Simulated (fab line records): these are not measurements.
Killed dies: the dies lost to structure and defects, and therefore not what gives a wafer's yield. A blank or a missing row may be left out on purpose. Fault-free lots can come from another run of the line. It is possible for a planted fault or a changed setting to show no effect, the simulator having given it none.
Code-filled problem report in 8D (eight disciplines) form | flow sfq line | the parts of the form that need people (team, actions taken, sign-off) are left out

## 1. WHAT WENT WRONG
Mean M8_AU_RS at SFQ_M8_RS_MEAS_949: 0.1295 ohm/sq over 3 wafers in 2 lots; fault-free wafers: 0.1534 ohm/sq, standard deviation 0.0018. That is -13 standard deviations from the usual mean.
The step: measures by four-point-probe.
Earliest sighting: wafer L298.1 on film metro-03 at day 88 19:41. The record holds 42 wafers of 14 lots with a number at this step. By rule, "out" or "out of limits" means more than 4 standard deviations away from the usual mean. All remaining wafers that have a number are taken as sound.

## 2. WHAT IT IS; WHAT IT IS NOT
question                    | is                           | is not
which readings at this step | M8_AU_RS                     | -
which lots                  | L298, L300                   | L290, L291, L296, L303, L305, L307, L308, L309, L310, L311, L312, L313
which wafers of those lots  | L298.1, L298.4, L300.4       | L298.5, L300.3, L300.5
read on which gauges        | film metro-01, film metro-03 | film metro-04
when                        | from day 88 19:41            | up to then (10 sound wafers); but 29 sound wafers of L300, L303, L305, L307, L308, L309, L310, L311, L312, L313 came after

## 3. WHAT RULES OUT EACH SUSPECT
Counting: if a tool at a process step up to the reading ran every lot that is out, it stays a suspect. Sound lots after the first of them don't rule it out here, since some wafers of a struck lot are sound.
- the gauge at SFQ_M8_RS_MEAS_949: ruled out. 2 gauges (film metro-01, film metro-03) read the wafers that are out.
- rie diel-03 at SFQ_TRILAYER_I6_VIA_BARC_OPEN_VIA_ETCH_235 (etches BARC in O2, target depth 125 nm, time 41.7 s): kept. Every lot that is out went through it, the first being L298 (day 81 15:55); the last sound lot it ran before that was L296 (day 80 21:08).
- rie metal-02 at SFQ_TRILAYER_I6_VIA_STRIP_STRIP_173 (strips in O2): kept. Every lot that is out went through it, the first being L298 (day 81 16:04); the last sound lot it ran before that was L296 (day 80 21:29).
- pvd sputter-01 at SFQ_TRILAYER_M8_DEP_EVAP_196 (material Au, target thk 180 nm, time 900 s): kept. Every lot that is out went through it, the first being L298 (day 88 19:10); the last sound lot it ran before that was L296 (day 88 03:34).
The count leaves rie diel-03 at SFQ_TRILAYER_I6_VIA_BARC_OPEN_VIA_ETCH_235, rie metal-02 at SFQ_TRILAYER_I6_VIA_STRIP_STRIP_173, and pvd sputter-01 at SFQ_TRILAYER_M8_DEP_EVAP_196.

## 4. THE CAUSE (what the simulator had put in)
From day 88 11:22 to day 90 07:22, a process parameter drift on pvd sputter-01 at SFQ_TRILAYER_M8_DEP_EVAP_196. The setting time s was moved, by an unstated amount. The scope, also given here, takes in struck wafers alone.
This tool is one of the 3 suspects left after counting.

## 5. SEQUENCE OF EFFECTS, ordered by route
Each row: a reading whose mean over the struck wafers that have a number lies more than 3 standard deviations from the usual. Readings are gone through only where the record gives a usual standard deviation; hours: the median, over the lots, of the time from a lot's start at the first step in this table giving one to that lot's start at this step; sigmas: the change measured in usual standard deviations.
hours | step                | reading   | usual         | on struck wafers | change  | sigmas
0     | SFQ_M8_RS_MEAS_949  | M8_AU_RS  | 0.1534 ohm/sq | 0.1295           | -0.0239 | -13
0     | SFQ_M8_THK_MEAS_950 | M8_AU_THK | 175.4 nm      | 207.8            | +32.4   | +14

## 6. WHAT WOULD HAVE CAUGHT IT SOONER
8 hours passed between the start of the fault at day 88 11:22 and the first reading out of limits at a measuring or inspecting step in this record, taken at day 88 19:41.
L300, from the lots that are out (2), started SFQ_TRILAYER_M8_DEP_EVAP_196 on pvd sputter-01 later than day 88 19:41. A tool hold placed at that time would have kept it from harm.
